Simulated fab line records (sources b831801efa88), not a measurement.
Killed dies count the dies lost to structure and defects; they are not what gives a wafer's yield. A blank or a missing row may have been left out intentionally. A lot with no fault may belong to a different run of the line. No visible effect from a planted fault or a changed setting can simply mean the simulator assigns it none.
One fault through the eyes of 2 desks + flow gf180mcu + only its own numbers are on each desk; what lay behind them is given at the end

## TOOL OWNER'S DESK, implanter-01
The tool's own readings at GF_LVPWELL_IMPLANT_09, given as means over the sampled wafers that have a number, one for each lot that went through this tool. Marked OUT: a lot whose mean sits more than 4 standard deviations from the usual mean, which makes it out of limits; the brackets give that distance.
Columns: A = dose-ions-cm2 at GF_LVPWELL_IMPLANT_09, usual 4.998e+12; B = faraday-current-uA at GF_LVPWELL_IMPLANT_09, usual 28.2; C = tilt-deg at GF_LVPWELL_IMPLANT_09, usual -0.001 degrees
| lot  | first seen here | A                           | B              | C      |
|------|-----------------|-----------------------------|----------------|--------|
| L595 | day 4 10:32     | 4.999e+12                   | 28.2           | -0.037 |
| L598 | day 5 14:22     | 4.994e+12                   | 28.3           | 0.001  |
| L600 | day 5 18:01     | 4.997e+12                   | 28.2           | -0.013 |
| L606 | day 6 19:25     | 4.998e+12                   | 28.3           | -0.007 |
| L607 | day 7 01:28     | 5.004e+12                   | 28.6           | 0.009  |
| L614 | day 9 05:22     | 6.806e+12 (+99 or more) OUT | 38.6 (+20) OUT | -0.007 |
| L616 | day 9 09:37     | 6.821e+12 (+99 or more) OUT | 38.8 (+20) OUT | 0.014  |
This desk's finding: out of limits on L614, L616; first on L614, day 9 05:22 (dose-ions-cm2 at GF_LVPWELL_IMPLANT_09). In limits: L595, L598, L600, L606, L607.

## THE METROLOGY DESK
Means of the sampled wafers that have a number, per lot and without regard to the tool the lot ran on: this is what the gauges read. Marked OUT: a lot whose mean sits more than 4 standard deviations from the usual mean, which makes it out of limits; the brackets give that distance.
Columns: A = LVPWELL_RS at GF_VT_IMPLANT_RS_MEAS_48, usual 1196.3 ohm/sq; B = NSD_TW at GF_NSD_TW_MEAS_12, usual 4216
| lot  | first seen here | A                | B    |
|------|-----------------|------------------|------|
| L593 | day 7 20:50     | 1194.8           | 4178 |
| L595 | day 8 05:09     | 1196.9           | 4296 |
| L598 | day 9 12:31     | 1196.2           | 4281 |
| L599 | day 9 12:56     | 1196.4           | 4187 |
| L600 | day 9 17:00     | 1198.6           | 4265 |
| L603 | day 10 12:38    | 1195.3           | 4257 |
| L606 | day 10 23:55    | 1199.6           | 4231 |
| L607 | day 11 08:44    | 1197.5           | 4200 |
| L608 | day 11 23:10    | 1195.4           | 4202 |
| L613 | day 13 09:26    | 1195.4           | 4188 |
| L614 | day 13 21:10    | 1125.8 (-29) OUT | 4202 |
| L616 | day 14 02:55    | 1121.4 (-31) OUT | 4183 |
Per this desk, out of limits: L614, L616; the first was L614, day 13 21:10 (LVPWELL_RS at GF_VT_IMPLANT_RS_MEAS_48). In limits: L593, L595, L598, L599, L600, L603, L606, L607, L608, L613.

## ALL TOGETHER
The tool owner's desk could have raised an alarm at day 9 05:22, on L614, L616.
The metrology desk could have raised an alarm at day 13 21:10, on L614, L616.
On implanter-01, each named lot ran GF_LVPWELL_IMPLANT_09.

## WHAT WAS PUT IN BY THE SIMULATOR
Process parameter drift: implanter-01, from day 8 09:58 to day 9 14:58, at GF_LVPWELL_IMPLANT_09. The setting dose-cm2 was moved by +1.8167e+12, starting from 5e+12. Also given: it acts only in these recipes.
Struck lots among those shown: L614, L616.
Hours from the fault's start to each desk's first reading out of limits: the tool owner's desk, 19; the metrology desk, 131.
